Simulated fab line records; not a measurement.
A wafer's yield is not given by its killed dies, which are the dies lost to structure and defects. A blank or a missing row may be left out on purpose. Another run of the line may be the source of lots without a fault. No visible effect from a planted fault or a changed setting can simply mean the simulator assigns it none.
Which of the tools did it?    flow gf180mcu    33 wafers from 11 lots sampled at 5 of the route's 602 steps

== WHAT THE GAUGES READ, wafer by wafer ==
GF_VT_IMPLANT_RS_MEAS_46: measures by four-point-probe. Usual: MVSD_RS 462.7 ohm/sq, standard deviation 1.2.
lot   measured      on             MVSD_RS (ohm/sq)   flag
L838  day 7 14:38   film-metro-02  465.0 465.2 464.5  
L842  day 8 15:25   film-metro-02  463.6 462.3 463.8  
L843  day 9 00:30   film-metro-02  462.0 461.2 462.5  
L844  day 9 08:27   film-metro-02  461.9 461.1 462.4  
L845  day 9 10:01   film-metro-02  465.9 465.2 465.1  
L846  day 9 20:50   film-metro-01  462.9 461.1 463.2  
L847  day 10 07:18  film-metro-02  520.3 519.6 521.5  OFF
L851  day 11 07:07  film-metro-02  517.3 519.6 519.3  OFF
L857  day 12 18:28  film-metro-04  460.4 460.7 461.3  
L859  day 13 13:32  film-metro-04  462.3 462.7 461.5  
L861  day 14 08:03  film-metro-02  462.0 462.0 463.2  

GF_HV_LDD_OVL_MEAS_20. Usual: HV_LDD_01_OVL -0.4 nm, standard deviation 1.3.
lot   measured      on          HV_LDD_01_OVL (nm)  flag
L838  day 10 20:44  overlay-02  -1.0 0.5 0.9        
L842  day 12 00:17  overlay-01  0.4 2.4 -1.0        
L843  day 12 18:29  overlay-02  -1.7 -0.1 -2.7      
L844  day 12 18:44  overlay-02  -3.0 -2.0 -1.5      
L845  day 12 18:52  overlay-01  1.1 0.4 0.5         
L846  day 13 15:56  overlay-01  -1.3 -2.5 -2.2      
L847  day 13 16:11  overlay-01  1.0 1.9 0.3         
L851  day 15 11:07  overlay-02  -0.9 -1.3 -2.2      
L857  day 16 16:25  overlay-02  -0.6 -0.6 -1.7      
L859  day 17 12:36  overlay-02  -1.3 -1.0 -0.2      
L861  day 18 09:17  overlay-01  1.6 -0.2 1.6        

== WHICH TOOL RAN EACH LOT (tool, then ch and the chambers of the sampled wafers, then the start) ==
lot   GF_NWELL_STRIP_10                    GF_MVSD_IMPLANT_09               GF_MVPSD_STRIP_10
L838  plasma-asher-04 ch 0,1, day 3 07:35  implanter-04 ch 0, day 4 10:46   plasma-asher-04 ch 0,1, day 5 01:22
L842  plasma-asher-04 ch 0,1, day 4 04:38  implanter-04 ch 0, day 5 07:55   plasma-asher-03 ch 0,1, day 5 23:26
L843  plasma-asher-02 ch 0,1, day 4 11:31  implanter-04 ch 0, day 5 16:05   plasma-asher-03 ch 0,1, day 6 08:05
L844  plasma-asher-02 ch 0,1, day 4 16:14  implanter-01 ch 0, day 5 21:35   plasma-asher-03 ch 0,1, day 6 13:23
L845  plasma-asher-02 ch 0,1, day 4 20:26  implanter-01 ch 0, day 6 02:40   plasma-asher-01 ch 0,1, day 6 17:49
L846  plasma-asher-03 ch 1, day 5 03:52    implanter-04 ch 0, day 6 10:40   plasma-asher-03 ch 0, day 7 02:19
L847  plasma-asher-03 ch 0,1, day 5 11:19  implanter-01 ch 0, day 6 18:47   plasma-asher-04 ch 0,1, day 7 11:18
L851  plasma-asher-02 ch 0,1, day 6 07:49  implanter-01 ch 0, day 7 14:59   plasma-asher-03 ch 0,1, day 8 07:59
L857  plasma-asher-04 ch 0,1, day 7 15:23  implanter-04 ch 0, day 9 00:32   plasma-asher-01 ch 0,1, day 9 18:29
L859  plasma-asher-03 ch 0,1, day 8 04:47  implanter-02 ch 0, day 9 15:29   plasma-asher-04 ch 0,1, day 10 09:44
L861  plasma-asher-03 ch 1, day 8 15:23    implanter-04 ch 0, day 10 02:47  plasma-asher-04 ch 0,1, day 10 21:04
- GF_NWELL_STRIP_10: strips in O2/N2.
- GF_MVSD_IMPLANT_09
- GF_MVPSD_STRIP_10: strips in O2/N2.

== WHAT THE TOOLS THEMSELVES READ (means of the sampled wafers that have a number; where no wafer has one, the mark that the record gives instead) ==
GF_NWELL_STRIP_10. Usual: chamber-pressure-mTorr 1499.8 mTorr, standard deviation 1.4; drypump-motor-current-A 5.8 A, standard deviation 0.57; heater-power-w 332 W, standard deviation 35; oes-product-au 0.722 a.u., standard deviation 0.0043; platen-temp-c 249.98 C, standard deviation 0.17; strip-time-to-endpoint-s 37.05 s, standard deviation 0.1.
lot   tool             chamber-pressure-mTorr (mTorr)  drypump-motor-current-A (A)  heater-power-w (W)  oes-product-au (a.u.)  platen-temp-c (C)  strip-time-to-endpoint-s (s)  flag
L838  plasma-asher-04  1501.6                          6.4                          336                 0.719                  249.98             37.07                         
L842  plasma-asher-04  1501.3                          6.4                          338                 0.728                  249.97             36.98                         
L843  plasma-asher-02  1501.0                          5.5                          328                 0.722                  250.01             36.98                         
L844  plasma-asher-02  1499.7                          5.6                          329                 0.721                  250.10             37.07                         
L845  plasma-asher-02  1498.5                          5.3                          308                 0.723                  249.98             37.01                         
L846  plasma-asher-03  1499.5                          5.1                          378                 0.722                  250.04             36.88                         
L847  plasma-asher-03  1500.2                          5.7                          318                 0.725                  250.14             36.97                         
L851  plasma-asher-02  1499.2                          5.3                          313                 0.724                  249.84             37.11                         
L857  plasma-asher-04  1500.3                          6.4                          351                 0.721                  249.82             37.20                         
L859  plasma-asher-03  1500.3                          5.4                          348                 0.723                  250.01             37.03                         
L861  plasma-asher-03  1498.1                          5.1                          377                 0.723                  249.80             37.05                         

GF_MVSD_IMPLANT_09. Usual: beam-energy-keV 100.00, standard deviation 0.04; dose-ions-cm2 4.998e+12, standard deviation 5.1e+09; end-station-pressure-torr 5.02e-06 Torr, standard deviation 2.6e-07; faraday-current-uA 28.2, standard deviation 0.59; tilt-deg -0.003 degrees, standard deviation 0.02.
lot   tool          beam-energy-keV  dose-ions-cm2  end-station-pressure-torr (Torr)  faraday-current-uA  tilt-deg (degrees)  flag
L838  implanter-04  99.98            5.003e+12      4.91e-06                          27.9                0.020               
L842  implanter-04  99.98            5.002e+12      5.03e-06                          28.3                0.003               
L843  implanter-04  100.01           4.999e+12      4.91e-06                          28.1                -0.029              
L844  implanter-01  100.07           5.000e+12      4.86e-06                          28.5                0.018               
L845  implanter-01  100.00           4.995e+12      5.05e-06                          28.3                0.003               
L846  implanter-04  99.96            4.998e+12      5.01e-06                          28.7                -0.008              
L847  implanter-01  100.01           2.036e+12      4.99e-06                          11.4                -0.019              OFF
L851  implanter-01  100.00           2.037e+12      5.11e-06                          11.6                -0.033              OFF
L857  implanter-04  100.04           4.998e+12      4.88e-06                          28.0                0.002               
L859  implanter-02  100.05           4.996e+12      4.95e-06                          27.4                -0.016              
L861  implanter-04  99.94            4.998e+12      4.93e-06                          28.1                -0.020              

GF_MVPSD_STRIP_10. Usual: chamber-pressure-mTorr 1500.1 mTorr, standard deviation 1.5; drypump-motor-current-A 5.9 A, standard deviation 0.52; heater-power-w 335 W, standard deviation 40; oes-product-au 0.723 a.u., standard deviation 0.0047; platen-temp-c 250.00 C, standard deviation 0.17; strip-time-to-endpoint-s 36.99 s, standard deviation 0.11.
lot   tool             chamber-pressure-mTorr (mTorr)  drypump-motor-current-A (A)  heater-power-w (W)  oes-product-au (a.u.)  platen-temp-c (C)  strip-time-to-endpoint-s (s)  flag
L838  plasma-asher-04  1500.8                          6.3                          334                 0.723                  249.90             37.01                         
L842  plasma-asher-03  1501.1                          5.7                          315                 0.728                  249.92             36.92                         
L843  plasma-asher-03  1499.7                          5.7                          313                 0.720                  250.11             37.10                         
L844  plasma-asher-03  1498.3                          5.7                          316                 0.718                  250.18             37.04                         
L845  plasma-asher-01  1501.1                          6.0                          310                 0.722                  249.91             37.07                         
L846  plasma-asher-03  1500.5                          6.0                          287                 0.721                  250.04             36.98                         
L847  plasma-asher-04  1499.9                          6.5                          348                 0.726                  249.81             37.08                         
L851  plasma-asher-03  1500.4                          5.7                          318                 0.719                  249.96             36.96                         
L857  plasma-asher-01  1497.5                          6.1                          353                 0.721                  250.09             36.97                         
L859  plasma-asher-04  1499.0                          6.3                          333                 0.724                  250.10             37.15                         
L861  plasma-asher-04  1500.7                          6.4                          348                 0.725                  250.07             37.04                         

== THE ANSWER, worked out from the rows above alone ==
Rule: a lot counts as off when the mean over its wafers that have a number is more than 3 standard deviations away from the usual mean. Also off: a lot with no number at a reading for which 4 or more lots have one. Where the step has rows for the other lots, those lots are counted as sound. First the gauges in route order, then the tools' own readings, where a lot's mean is used as printed above. The first step at which some lot is off is used, and at that step the reading that is off furthest; a lot without a number counts as furthest.
Off: L847, L851, at GF_VT_IMPLANT_RS_MEAS_46 (MVSD_RS).
A tool fits if, at a process step before that reading, it ran every lot that is off, and no sound lot after the first of them. Not tried: the gauges at GF_VT_IMPLANT_RS_MEAS_46; whatever is off there is also off at GF_MVSD_IMPLANT_09, on other tools, and gauge error can't account for it. One fits: implanter-01 at GF_MVSD_IMPLANT_09. Its last sound lot is L845 (day 6 02:40), its first lot that is off L847 (day 6 18:47): a fault that began between those two fits.
The tool's own readings at GF_MVSD_IMPLANT_09 bear it out: on the lots that are off they differ by more than 5 times the standard deviation of the sound lots' means. dose-ions-cm2 reads 2.036e+12 there against 4.999e+12 on the sound lots; faraday-current-uA reads 11.5 there against 28.1 on the sound lots.

== WHAT THE SIMULATOR PUT IN ==
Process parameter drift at GF_MVSD_IMPLANT_09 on implanter-01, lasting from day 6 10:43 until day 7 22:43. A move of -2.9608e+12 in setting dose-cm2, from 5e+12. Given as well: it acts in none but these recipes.
Struck lots among those shown: L847, L851. Same finding as the rule above.
